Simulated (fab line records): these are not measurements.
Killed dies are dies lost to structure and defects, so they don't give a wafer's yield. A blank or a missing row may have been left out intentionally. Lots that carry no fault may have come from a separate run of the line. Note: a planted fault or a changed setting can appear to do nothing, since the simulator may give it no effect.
fab line records | flow sky130
record: lots: 5 | wafers: 15 | lastDay: 50
route steps=708 shown LOCAL_INTERCONNECT@403 CONTACT@406 PAD_OPEN@708
lots untouched by any fault: they come from a run of this same line in which no faults occurred
startH: the number of hours between the record's first day and the start of the first shown wafer of the lot | waitH: time in hours since the lot's previous step | " the same as in the row above | L1.1+2: a single row standing in for several wafers | - no value present, or no start provided | * or withheld: withheld | < > ~ a bound
route shown NAME@n: names a module that has steps shown in the file, with the first one's number in the route | usual: average and standard deviation across the fault-free wafers | same: alike in all rows | chamber/n: place in a boat | sites: the reading at each site | _std_site: the values' standard deviation | _edge_site: outer sites' mean less inner sites' | radiusMm: how far each site lies from the wafer's centre | mask NAME#n: copy n | behind: the most recent tool/chamber to have shaped the wafer | hold: cause of the lot's hold/its duration in hours/its outcome | device: whichever transistor did not switch (one of n, p or np) | end of line: at the end of the route, the tests of the same wafers | a step given without rows: its recipe and nothing more | killed: dies that structure and defects cost at the first sort, which is not the same as the wafer's yield | map: per-die view of a wafer (x killed, . not killed, _ where there is no die)
set.NAME: the run value of the setting; set.NAME@STEP: its run value at that earlier step | model.NAME: the simulator's own value behind a step, which no gauge read
a table for each step, a row for each wafer; lots at some steps of the route
services: a tool's chamber out of use, with start hour (startH, from the record's first day; less than 0 if before it), hours out, and reason
== steps ==
step: SKY_LOCAL_INTERCONNECT_STRIP_16
recipe: chemistry: postEtchResidueRemover | timeS: 1200 | tempC: 72.5
step: SKY_LOCAL_INTERCONNECT_CLEAN_17
recipe: chemistry: IPA | timeS: 180 | tempC: 25
step: SKY_LOCAL_INTERCONNECT_CLEAN_18
recipe: chemistry: O3/DIW | dry: n2Spin
step: SKY_CONTACT_CVD_00
recipe: material: Si3N4 | targetThkNm: 75 | tempC: 400 | timeS: withheld | rfW: 450
usual: heaterPowerW: 688/87
lot.wafer | tool     | chamber | startH | waitH | heaterPowerW
L133.1    | pecvd-01 | 1       | 735.79 | 0.0   | 679
L133.3    | "        | 0       | "      | "     | 600
L133.4    | "        | 1       | "      | "     | 667
L145.2    | pecvd-04 | 1       | 828.08 | 0.0   | 815
L145.3    | "        | 2       | "      | "     | 603
L145.6    | "        | 2       | "      | "     | 598
L147.2    | pecvd-04 | 0       | 837.06 | 0.0   | 680
L147.5    | "        | 0       | "      | "     | 687
L147.6    | "        | 1       | "      | "     | 736
L151.3    | pecvd-04 | 0       | 870.57 | 0.0   | 736
L151.4    | "        | 0       | "      | "     | 758
L151.6    | "        | 1       | "      | "     | 858
L152.2    | pecvd-03 | 1       | 877.32 | 0.0   | 629
L152.3    | "        | 0       | "      | "     | 699
L152.4    | "        | 2       | "      | "     | 573
step: SKY_CONTACT_THK_MEAS_01
recipe: reads: Si3N4_of_CONTACT_CVD_00
usual: CONTACT_CVD_00_THK: 74.8/0.96
lot.wafer | tool         | chamber | startH | waitH | CONTACT_CVD_00_THK[nm]
L133.1    | filmMetro-04 | -       | 735.84 | -     | 73.7
L133.3    | "            | -       | "      | "     | 75.2
L133.4    | "            | -       | "      | "     | 75.1
L145.2    | filmMetro-02 | -       | 828.12 | -     | 74.3
L145.3    | "            | -       | "      | "     | 75.1
L145.6    | "            | -       | "      | "     | 76.2
L147.2    | filmMetro-01 | -       | 837.10 | -     | 73.6
L147.5    | "            | -       | "      | "     | 74.3
L147.6    | "            | -       | "      | "     | 74.6
L151.3    | filmMetro-01 | -       | 870.63 | -     | 73.1
L151.4    | "            | -       | "      | "     | 74.5
L151.6    | "            | -       | "      | "     | 75.3
L152.2    | filmMetro-04 | -       | 877.37 | -     | 75.3
L152.3    | "            | -       | "      | "     | 74.6
L152.4    | "            | -       | "      | "     | 75.8
step: SKY_CONTACT_HDPCVD_02
recipe: material: SiO2 | targetThkNm: 565 | sigmaOpenFrac: 0.3 | timeS: 94.2 | tempC: 600 | sih4FlowSccm: 60 | pressureMtorr: 6
step: SKY_CONTACT_THK_MEAS_03
recipe: reads: SiO2_of_CONTACT_HDPCVD_02
usual: CONTACT_HDPCVD_THK: 568/5.7
lot.wafer | tool         | chamber | startH | waitH | CONTACT_HDPCVD_THK[nm]
L133.1    | filmMetro-01 | -       | 735.97 | 0.0   | 569
L133.3    | "            | -       | "      | "     | 569
L133.4    | "            | -       | "      | "     | 565
L145.2    | filmMetro-04 | -       | 828.25 | 0.0   | 587
L145.3    | "            | -       | "      | "     | 575
L145.6    | "            | -       | "      | "     | 575
L147.2    | filmMetro-04 | -       | 837.23 | 0.0   | 567
L147.5    | "            | -       | "      | "     | 573
L147.6    | "            | -       | "      | "     | 561
L151.3    | filmMetro-02 | -       | 870.76 | 0.1   | 566
L151.4    | "            | -       | "      | "     | 565
L151.6    | "            | -       | "      | "     | 565
L152.2    | filmMetro-02 | -       | 877.50 | 0.0   | 563
L152.3    | "            | -       | "      | "     | 562
L152.4    | "            | -       | "      | "     | 570
step: SKY_CONTACT_CMP_04
recipe: material: SiO2 | downForcePsi: 4 | platenRpm: 60 | padVelocityMS: 0.94248
usual: headPressurePsi: 3.999/0.0092 | motorCurrentA: 12.3/0.96 | slurryFilterDpKPa: 13.49/0.15 | timeToEndpointS: 84/4.3
lot.wafer | tool   | chamber | startH | waitH | headPressurePsi | motorCurrentA | slurryFilterDpKPa | timeToEndpointS
L133.3    | cmp-02 | 2       | 736.08 | 0.1   | 4.003           | 13.1          | 13.61             | 81
L133.1    | "      | 3       | "      | "     | 3.993           | 12.2          | 13.52             | 80
L133.4    | "      | 0       | "      | "     | 3.995           | 11.3          | 13.52             | 81
L145.3    | cmp-01 | 1       | 828.35 | 0.1   | 4.011           | 12.1          | 13.33             | 89
L145.2    | "      | 3       | "      | "     | 3.997           | 12.7          | 13.64             | 92
L145.6    | "      | 0       | "      | "     | 4.002           | 11.8          | 13.32             | 83
L147.2    | cmp-02 | 0       | 837.38 | 0.1   | 3.978           | 11.4          | 13.65             | 82
L147.5    | "      | 2       | "      | "     | 3.992           | 12.9          | 13.39             | 84
L147.6    | "      | 3       | "      | "     | 4.000           | 11.9          | 13.43             | 77
L151.4    | cmp-02 | 3       | 871.18 | 0.4   | 3.995           | 12.0          | 13.58             | 78
L151.3    | "      | 0       | "      | "     | 3.995           | 11.4          | 13.67             | 82
L151.6    | "      | 2       | "      | "     | 4.008           | 13.6          | 13.46             | 80
L152.3    | cmp-01 | 3       | 877.55 | 0.0   | 3.989           | 13.0          | 13.76             | 82
L152.2    | "      | 0       | "      | "     | 4.001           | 11.0          | 13.43             | 82
L152.4    | "      | 2       | "      | "     | 3.996           | 10.7          | 13.32             | 85
step: SKY_CONTACT_BOW_MEAS_05
recipe: mode: bow
usual: CONTACT_BOW: 81/6.6
lot.wafer | tool         | chamber | startH | waitH | CONTACT_BOW[um]
L133.1    | filmMetro-01 | -       | 736.33 | 0.1   | 74
L133.3    | "            | -       | "      | "     | 73
L133.4    | "            | -       | "      | "     | 82
L145.2    | filmMetro-04 | -       | 828.62 | 0.1   | 78
L145.3    | "            | -       | "      | "     | 92
L145.6    | "            | -       | "      | "     | 77
L147.2    | filmMetro-01 | -       | 837.60 | 0.2   | 74
L147.5    | "            | -       | "      | "     | 66
L147.6    | "            | -       | "      | "     | 87
L151.3    | filmMetro-02 | -       | 871.42 | 0.1   | 93
L151.4    | "            | -       | "      | "     | 70
L151.6    | "            | -       | "      | "     | 80
L152.2    | filmMetro-04 | -       | 877.87 | 0.2   | 77
L152.3    | "            | -       | "      | "     | 82
L152.4    | "            | -       | "      | "     | 91
step: SKY_CONTACT_DEHYDRATE_06
recipe: tempC: 200 | timeS: 60
step: SKY_CONTACT_HMDS_07
recipe: primeTimeS: 60 | primeTempC: 120
step: SKY_CONTACT_COAT_08
recipe: resist: BARC | tempC: withheld | timeS: withheld | spinRpm: 3000 | resistThkNm: 60
step: SKY_CONTACT_COAT_09
recipe: resist: KrF-thick | spinRpm: 3000 | resistThkNm: 450
lot.wafer | tool          | chamber | startH | waitH | model.KrF-thick_of_CONTACT_COAT_09.thkNm
L133.1    | lithoTrack-01 | 0       | 749    | -     | 452.8
L133.3    | "             | 0       | "      | "     | 451.5
L133.4    | "             | 0       | "      | "     | 449.9
L145.2    | lithoTrack-01 | 0       | 842    | -     | 449.9
L145.3    | "             | 0       | "      | "     | 449.5
L145.6    | "             | 0       | "      | "     | 451.3
L147.2    | lithoTrack-01 | 0       | 850    | -     | 574.2
L147.5    | "             | 0       | "      | "     | 574.4
L147.6    | "             | 0       | "      | "     | 574.8
L151.3    | lithoTrack-03 | 0       | 883    | -     | 448.2
L151.4    | "             | 0       | "      | "     | 450.2
L151.6    | "             | 0       | "      | "     | 450.8
L152.2    | lithoTrack-02 | 0       | 890    | -     | 450
L152.3    | "             | 0       | "      | "     | 449.6
L152.4    | "             | 0       | "      | "     | 449.3
step: SKY_CONTACT_SOFTBAKE_10
recipe: tempC: 100 | timeS: 90 | resist: KrF-thick
step: SKY_CONTACT_EXPOSE_11
recipe: maskId: CTM1 | na: 0.8 | sourceShape: annular | sigmaInner: 0.55 | sigmaOuter: 0.85 | targetCdNm: 170 | doseMj: 38
step: SKY_CONTACT_PEB_12
recipe: pebTempC: withheld | pebTimeS: withheld | resist: KrF-thick
step: SKY_CONTACT_DEVELOP_13
recipe: developTimeS: 57.27 | resist: KrF-thick | devTempC: 21
lot.wafer | tool          | chamber | startH | waitH | model.CONTACT.cdNm
L133.1    | lithoTrack-02 | 0       | -      | -     | 171.5
L133.3    | "             | 0       | "      | "     | 172.8
L133.4    | "             | 0       | "      | "     | 171.9
L145.2    | lithoTrack-01 | 0       | -      | -     | 170.3
L145.3    | "             | 0       | "      | "     | 170.9
L145.6    | "             | 0       | "      | "     | 171.3
L147.2    | lithoTrack-01 | 0       | -      | -     | 163.4
L147.5    | "             | 0       | "      | "     | 163.6
L147.6    | "             | 0       | "      | "     | 163.2
L151.3    | lithoTrack-02 | 0       | -      | -     | 168.8
L151.4    | "             | 0       | "      | "     | 168.7
L151.6    | "             | 0       | "      | "     | 169.4
L152.2    | lithoTrack-01 | 0       | -      | -     | 171.5
L152.3    | "             | 0       | "      | "     | 172.3
L152.4    | "             | 0       | "      | "     | 172.6
step: SKY_CONTACT_CD_MEAS_14
recipe: targetCdNm: 170
usual: cdNm: 170.3/1.5
lot.wafer | tool     | chamber | startH | waitH | cdNm
L133.1    | cdSem-02 | -       | 763.17 | -     | 171.3
L133.3    | "        | -       | "      | "     | 172.9
L133.4    | "        | -       | "      | "     | 172.1
L145.2    | cdSem-02 | -       | 855.08 | -     | 170.4
L145.3    | "        | -       | "      | "     | 170.7
L145.6    | "        | -       | "      | "     | 171.0
L147.2    | cdSem-02 | -       | 864.18 | -     | 163.4
L147.5    | "        | -       | "      | "     | 163.7
L147.6    | "        | -       | "      | "     | 163.5
L151.3    | cdSem-02 | -       | 898.41 | -     | 168.9
L151.4    | "        | -       | "      | "     | 168.7
L151.6    | "        | -       | "      | "     | 169.3
L152.2    | cdSem-01 | -       | 903.73 | -     | 171.7
L152.3    | "        | -       | "      | "     | 172.4
L152.4    | "        | -       | "      | "     | 172.8
step: SKY_CONTACT_OVL_MEAS_15
usual: CONTACT_OVL: 0/6.8
lot.wafer | tool       | chamber | startH | waitH | CONTACT_OVL[nm]
L133.1    | overlay-01 | -       | 763.29 | 0.1   | 9
L133.3    | "          | -       | "      | "     | 6
L133.4    | "          | -       | "      | "     | 9
L145.2    | overlay-01 | -       | 855.19 | 0.1   | 10
L145.3    | "          | -       | "      | "     | 5
L145.6    | "          | -       | "      | "     | 5
L147.2    | overlay-02 | -       | 864.29 | 0.1   | -3
L147.5    | "          | -       | "      | "     | 1
L147.6    | "          | -       | "      | "     | -4
L151.3    | overlay-01 | -       | 898.51 | 0.1   | 5
L151.4    | "          | -       | "      | "     | 9
L151.6    | "          | -       | "      | "     | 12
L152.2    | overlay-02 | -       | 903.84 | 0.1   | 14
L152.3    | "          | -       | "      | "     | 16
L152.4    | "          | -       | "      | "     | 14
step: SKY_CONTACT_ETCH_16
recipe: chemistry: N2/H2 | target: BARC | ionEnergyEv: 200 | sourceW: 500 | biasW: 100 | pressureMtorr: 30 | n2FlowSccm: 100 | h2FlowSccm: 200 | stopOn: SiO2 | timeS: 45.9 | targetDepthA: 600
usual: drypumpMotorCurrentA: 5.5/0.49 | oesProductAu: 0.855/0.0042 | throttleValvePct: 13.225/0.0094
lot.wafer | tool       | chamber | startH | waitH | drypumpMotorCurrentA | oesProductAu | rfHoursCounterH | throttleValvePct
L133.1    | rieDiel-03 | 0       | 763.33 | 0.0   | 5.6                  | 0.856        | 12              | 13.203
L133.3    | "          | 1       | "      | "     | 6.7                  | 0.863        | 6               | 13.227
L133.4    | "          | 3       | "      | "     | 4.8                  | 0.851        | 20              | 13.232
L145.2    | rieDiel-04 | 1       | 855.22 | 0.0   | 5.0                  | 0.858        | 19              | 13.224
L145.3    | "          | 3       | "      | "     | 4.8                  | 0.856        | 10              | 13.224
L145.6    | "          | 1       | "      | "     | 5.0                  | 0.857        | -               | 13.226
L147.2    | rieDiel-04 | 0       | 864.32 | 0.0   | 5.5                  | 0.858        | 6               | 13.226
L147.5    | "          | 0       | "      | "     | 5.4                  | 0.858        | -               | 13.212
L147.6    | "          | 3       | "      | "     | 4.8                  | 0.855        | -               | 13.199
L151.3    | rieDiel-04 | 3       | 898.53 | 0.0   | 4.8                  | 0.846        | 11              | 13.227
L151.4    | "          | 3       | "      | "     | 4.8                  | 0.850        | -               | 13.222
L151.6    | "          | 2       | "      | "     | 5.7                  | 0.857        | -               | 13.228
L152.2    | rieDiel-03 | 2       | 903.87 | 0.0   | 5.1                  | 0.859        | 9               | 13.232
L152.3    | "          | 1       | "      | "     | 6.7                  | 0.860        | 10              | 13.225
L152.4    | "          | 3       | "      | "     | 4.8                  | 0.864        | 24              | 13.230
step: SKY_CONTACT_ETCH_17
recipe: target: SiO2 | chemistry: C4F8/O2/Ar | stopOn: Si3N4 | maskMaterial: KrF-thick | sourceW: 1500 | biasW: 1200 | pressureMtorr: 40 | c4f8FlowSccm: withheld | O2_flow_sccm: 6 | Ar_flow_sccm: 300 | timeS: withheld | targetDepthA: 3400
usual: oesProductAu: 0.891/0.0047
lot.wafer | tool       | chamber | startH | waitH | oesProductAu
L133.1    | rieDiel-03 | 0       | 763.37 | 0.0   | 0.887
L133.3    | "          | 1       | "      | "     | 0.896
L133.4    | "          | 3       | "      | "     | 0.895
L145.2    | rieDiel-04 | 1       | 855.26 | 0.0   | 0.896
L145.3    | "          | 3       | "      | "     | 0.893
L145.6    | "          | 1       | "      | "     | 0.892
L147.2    | rieDiel-04 | 0       | 864.36 | 0.0   | 0.894
L147.5    | "          | 0       | "      | "     | 0.893
L147.6    | "          | 3       | "      | "     | 0.890
L151.3    | rieDiel-04 | 3       | 898.57 | 0.0   | 0.891
L151.4    | "          | 3       | "      | "     | 0.892
L151.6    | "          | 2       | "      | "     | 0.881
L152.2    | rieDiel-03 | 2       | 903.91 | 0.0   | 0.897
L152.3    | "          | 1       | "      | "     | 0.888
L152.4    | "          | 3       | "      | "     | 0.895
step: SKY_CONTACT_ETCH_18
recipe: target: Si3N4 | chemistry: CHF3/O2 | stopOn: TiN | sourceW: 600 | biasW: 200 | pressureMtorr: 40 | chf3FlowSccm: 50 | O2_flow_sccm: 5 | timeS: 39 | targetDepthA: 750
usual: drypumpMotorCurrentA: 5.5/0.49 | oesProductAu: 0.854/0.0077 | throttleValvePct: 8.793/0.0084
lot.wafer | tool       | chamber | startH | waitH | drypumpMotorCurrentA | oesProductAu | rfHoursCounterH | throttleValvePct | model.KrF-thick_of_CONTACT_COAT_09.thkNm | model.CONTACT.cdNm
L133.1    | rieDiel-03 | 0       | -      | -     | 5.6                  | 0.846        | 12              | 8.794            | 246.9                                    | 171.5
L133.3    | "          | 1       | "      | "     | 6.7                  | 0.854        | 6               | 8.789            | 239.4                                    | 173.9
L133.4    | "          | 3       | "      | "     | 4.8                  | 0.855        | 20              | 8.781            | 238.7                                    | 171.3
L145.2    | rieDiel-04 | 1       | -      | -     | 4.9                  | 0.850        | 19              | 8.804            | 239.5                                    | 170.7
L145.3    | "          | 3       | "      | "     | 4.8                  | 0.862        | 10              | 8.792            | 242.8                                    | 171.4
L145.6    | "          | 1       | "      | "     | 5.0                  | 0.864        | -               | 8.804            | 241.1                                    | 171.8
L147.2    | rieDiel-04 | 0       | -      | -     | 5.4                  | 0.847        | 6               | 8.802            | 367.2                                    | 162.7
L147.5    | "          | 0       | "      | "     | 5.4                  | 0.848        | -               | 8.792            | 366.3                                    | 163.4
L147.6    | "          | 3       | "      | "     | 4.8                  | 0.856        | -               | 8.789            | 367.9                                    | 163.9
L151.3    | rieDiel-04 | 3       | -      | -     | 4.8                  | 0.845        | 11              | 8.807            | 239.9                                    | 169
L151.4    | "          | 3       | "      | "     | 4.8                  | 0.852        | -               | 8.801            | 242.7                                    | 168.9
L151.6    | "          | 2       | "      | "     | 5.7                  | 0.848        | -               | 8.792            | 248.1                                    | 169.9
L152.2    | rieDiel-03 | 2       | -      | -     | 5.2                  | 0.855        | 9               | 8.787            | 246.6                                    | 171.1
L152.3    | "          | 1       | "      | "     | 6.7                  | 0.862        | 10              | 8.776            | 238.5                                    | 173.2
L152.4    | "          | 3       | "      | "     | 4.7                  | 0.862        | 24              | 8.801            | 240.8                                    | 172.6
step: SKY_CONTACT_STRIP_19
recipe: chemistry: O2/N2 | powerW: 1400 | pressureMtorr: 1500 | platenTempC: withheld | o2FlowSccm: 3000 | n2FlowSccm: 300 | overashFraction: 0.5
usual: drypumpMotorCurrentA: 5.56/0.29 | oesProductAu: 0.381/0.0046 | stripTimeToEndpointS: 3.61/0.033
same: overashFraction: 0.5
lot.wafer | tool           | chamber | startH | waitH | drypumpMotorCurrentA | oesProductAu | rfHoursCounterH | stripTimeToEndpointS
L133.1    | plasmaAsher-01 | 1       | 763.46 | -     | 5.61                 | 0.379        | 92              | 3.65
L133.3    | "              | 1       | "      | "     | 5.57                 | 0.380        | -               | 3.57
L133.4    | "              | 0       | "      | "     | 6.10                 | 0.381        | -               | 3.58
L145.2    | plasmaAsher-03 | 0       | 855.35 | -     | 5.45                 | 0.378        | 73              | 3.59
L145.3    | "              | 1       | "      | "     | 5.16                 | 0.378        | -               | 3.63
L145.6    | "              | 1       | "      | "     | 5.13                 | 0.385        | -               | 3.60
L147.2    | plasmaAsher-01 | 0       | 864.45 | -     | 6.10                 | 0.433        | 102             | 4.92
L147.5    | "              | 0       | "      | "     | 6.10                 | 0.424        | -               | 4.91
L147.6    | "              | 1       | "      | "     | 5.63                 | 0.439        | -               | 4.94
L151.3    | plasmaAsher-03 | 0       | 898.70 | -     | 5.44                 | 0.383        | -               | 3.57
L151.4    | "              | 1       | "      | "     | 5.13                 | 0.382        | -               | 3.61
L151.6    | "              | 1       | "      | "     | 5.16                 | 0.384        | -               | 3.66
L152.2    | plasmaAsher-01 | 1       | 904.00 | -     | 5.60                 | 0.380        | 106             | 3.65
L152.3    | "              | 1       | "      | "     | 5.58                 | 0.372        | -               | 3.57
L152.4    | "              | 0       | "      | "     | 6.08                 | 0.388        | -               | 3.58
step: SKY_CONTACT_STRIP_20
recipe: chemistry: postEtchResidueRemover | timeS: 1200 | tempC: 72.5
step: SKY_PAD_OPEN_PROBE_99
usual: killed_at_M0_to_M3: 43/7.6 | killed_at_M4_up: 2.9/1.9 | killedAtContacts: 24/5 | killedAtFrontEnd: 15/4.3 | killedAtOther: 0.3/0.54 | killedDies: 85/10 | killedOpen: 47/7 | killedShort: 38/6.4
same: grossDies: 492 | killedAtBackSide: 0
lot.wafer | tool      | chamber | startH  | waitH | killed_at_M0_to_M3 | killed_at_M4_up | killedAtContacts | killedAtFrontEnd | killedAtOther | killedDies | killedOpen | killedShort
L133.1    | prober-01 | -       | 1098.47 | 0.1   | 32                 | 6               | 32               | 12               | 0             | 82         | 50         | 32
L133.3    | prober-01 | -       | 1098.57 | 0.2   | 40                 | 1               | 32               | 11               | 1             | 85         | 49         | 36
L133.4    | prober-01 | -       | 1098.62 | 0.2   | 42                 | 8               | 29               | 10               | 0             | 89         | 42         | 47
L145.2    | prober-02 | -       | 1168.16 | 0.1   | 45                 | 5               | 19               | 20               | 0             | 89         | 53         | 36
L145.3    | prober-02 | -       | 1168.21 | 0.2   | 51                 | 5               | 23               | 14               | 0             | 93         | 53         | 40
L145.6    | prober-02 | -       | 1168.36 | 0.2   | 33                 | 0               | 23               | 18               | 0             | 74         | 34         | 40
L147.2    | prober-01 | -       | 1171.70 | 0.1   | 45                 | 6               | 22               | 18               | 0             | 91         | 49         | 42
L147.5    | prober-01 | -       | 1171.85 | 0.2   | 38                 | 1               | 29               | 9                | 0             | 77         | 43         | 34
L147.6    | prober-01 | -       | 1171.90 | 0.2   | 49                 | 1               | 32               | 19               | 0             | 101        | 63         | 38
killed by level:class
L133.1 CONTACT:geometricParticle:open=12 VIA3:geometricParticle:open=8 LI_CONTACT:geometricParticle:open=8 VIA2:geometricParticle:open=8 VIA1:geometricParticle:open=6 POLY_GATE:geometricParticle:short=4 LI_CONTACT:geometricParticle:short=4 CONTACT:geometricParticle:short=4
L133.3 CONTACT:geometricParticle:open=13 VIA1:geometricParticle:open=9 LI_CONTACT:geometricParticle:open=6 METAL1:geometricParticle:short=5 CONTACT:geometricParticle:short=5 METAL1:geometricParticle:open=4 LI_CONTACT:geometricParticle:short=4 LOCAL_INTERCONNECT:geometricParticle:short=4
L133.4 VIA1:geometricParticle:open=9 CONTACT:geometricParticle:open=9 LI_CONTACT:geometricParticle:open=8 METAL4:geometricParticle:short=6 LOCAL_INTERCONNECT:geometricParticle:short=6 METAL3:geometricParticle:short=6 VIA3:geometricParticle:open=5 LI_CONTACT:geometricParticle:short=4
L145.2 VIA2:geometricParticle:open=13 VIA1:geometricParticle:open=9 LI_CONTACT:geometricParticle:open=8 FIELD_ISO:geometricParticle:open=5 POLY_GATE:geometricParticle:open=5 POLY_GATE:geometricParticle:short=5 CONTACT:geometricParticle:short=5 VIA1:geometricParticle:short=5
L145.3 VIA1:geometricParticle:open=17 CONTACT:geometricParticle:open=9 VIA2:geometricParticle:open=6 LI_CONTACT:geometricParticle:open=5 VIA3:geometricParticle:open=5 METAL3:geometricParticle:short=4 LI_CONTACT:geometricParticle:short=4 VIA3:geometricParticle:short=4
L145.6 CONTACT:geometricParticle:open=9 VIA1:geometricParticle:open=8 LOCAL_INTERCONNECT:geometricParticle:short=6 METAL2:geometricParticle:short=5 FIELD_ISO:geometricParticle:open=4 FIELD_ISO:geometricParticle:short=4 VIA3:geometricParticle:open=4 POLY_GATE:geometricParticle:short=3
L147.2 VIA1:geometricParticle:open=10 LI_CONTACT:geometricParticle:open=9 METAL3:geometricParticle:short=7 VIA3:geometricParticle:open=7 FIELD_ISO:geometricParticle:open=6 POLY_GATE:geometricParticle:open=5 LI_CONTACT:geometricParticle:short=5 VIA3:geometricParticle:short=5
L147.5 CONTACT:geometricParticle:open=19 VIA1:geometricParticle:short=7 VIA3:geometricParticle:open=7 METAL1:geometricParticle:short=5 VIA2:geometricParticle:open=5 CONTACT:geometricParticle:short=4 FIELD_ISO:geometricParticle:short=3 LI_CONTACT:geometricParticle:short=3
L147.6 CONTACT:geometricParticle:open=13 VIA1:geometricParticle:open=11 VIA2:geometricParticle:open=9 CONTACT:geometricParticle:short=7 FIELD_ISO:geometricParticle:open=6 LI_CONTACT:geometricParticle:open=6 VIA1:geometricParticle:short=6 VIA3:geometricParticle:open=6
== services ==
tool           | chamber | startH | hours | kind
cmp-01         | -       | 730.36 | 38.0  | repair
cmp-01         | -       | 731.01 | 0.3   | repair
plasmaAsher-01 | -       | 732.18 | 2.8   | pm
cmp-02         | -       | 743.36 | 0.6   | repair
pecvd-03       | -       | 746.99 | 1.6   | repair
cmp-02         | -       | 747.47 | 4.0   | pm
pecvd-04       | 0       | 760.20 | 23.6  | repair
cmp-01         | -       | 767.22 | 3.0   | repair
rieDiel-04     | 0       | 785.23 | 7.2   | repair
cmp-02         | -       | 801.19 | 6.4   | pm
cmp-01         | -       | 811.28 | 4.4   | repair
cmp-01         | -       | 811.64 | 1.3   | repair
cmp-01         | -       | 813.94 | 0.7   | repair
plasmaAsher-01 | -       | 815.12 | 2.1   | repair
pecvd-04       | -       | 821.77 | 0.8   | repair
cmp-02         | -       | 823.45 | 4.4   | repair
cmp-02         | -       | 841.06 | 1.4   | repair
rieDiel-04     | 1       | 857.28 | 132.0 | repair
plasmaAsher-01 | -       | 869.28 | 0.9   | repair
cmp-01         | -       | 870.69 | 0.5   | repair
rieDiel-03     | 0       | 877.53 | 3.0   | repair
cmp-02         | -       | 884.51 | 0.4   | repair
pecvd-04       | 2       | 891.23 | 4.7   | repair
cmp-01         | -       | 897.68 | 12.8  | pm
== key ==
firstSign: step: SKY_CONTACT_CD_MEAS_14 | reading: cdNm | direction: down | sigmas: 4.5 | usual: 170.3 | struck: 163.5
effect: step: SKY_CONTACT_STRIP_19 | reading: stripTimeToEndpointS | direction: up | sigmas: 40 | usual: * | struck: *
modelEffect: step: SKY_CONTACT_COAT_09 | value: KrF-thick_of_CONTACT_COAT_09.thkNm | without: 451.6 | struck: 574.5
modelEffect: step: SKY_CONTACT_DEVELOP_13 | value: CONTACT.cdNm | without: 167.2 | struck: 163.4
modelEffect: step: SKY_CONTACT_ETCH_18 | value: KrF-thick_of_CONTACT_COAT_09.thkNm | without: 244.2 | struck: 367.1
metAt SKY_CONTACT_COAT_09
struckWafers L147.2,L147.5,L147.6
testerLeftOut L147
onsetBetween 842 850
fault: kind: processParameterDrift | tool: lithoTrack-01 | chamber: - | onsetH: 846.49 | steps: SKY_CONTACT_COAT_09 | channel: resistThkNm | offset: 122.48 | shape: step | endH: 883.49 | actsIn: theseRecipesOnly | stated: 450
testerLeftOut: of these lots the tester's yield and bins aren't shown, on N5 and GAA mostly nor the transistor test; their killed dies are dies lost to structure and defects alone, not to doping, threshold or leakage, so they don't give the yield
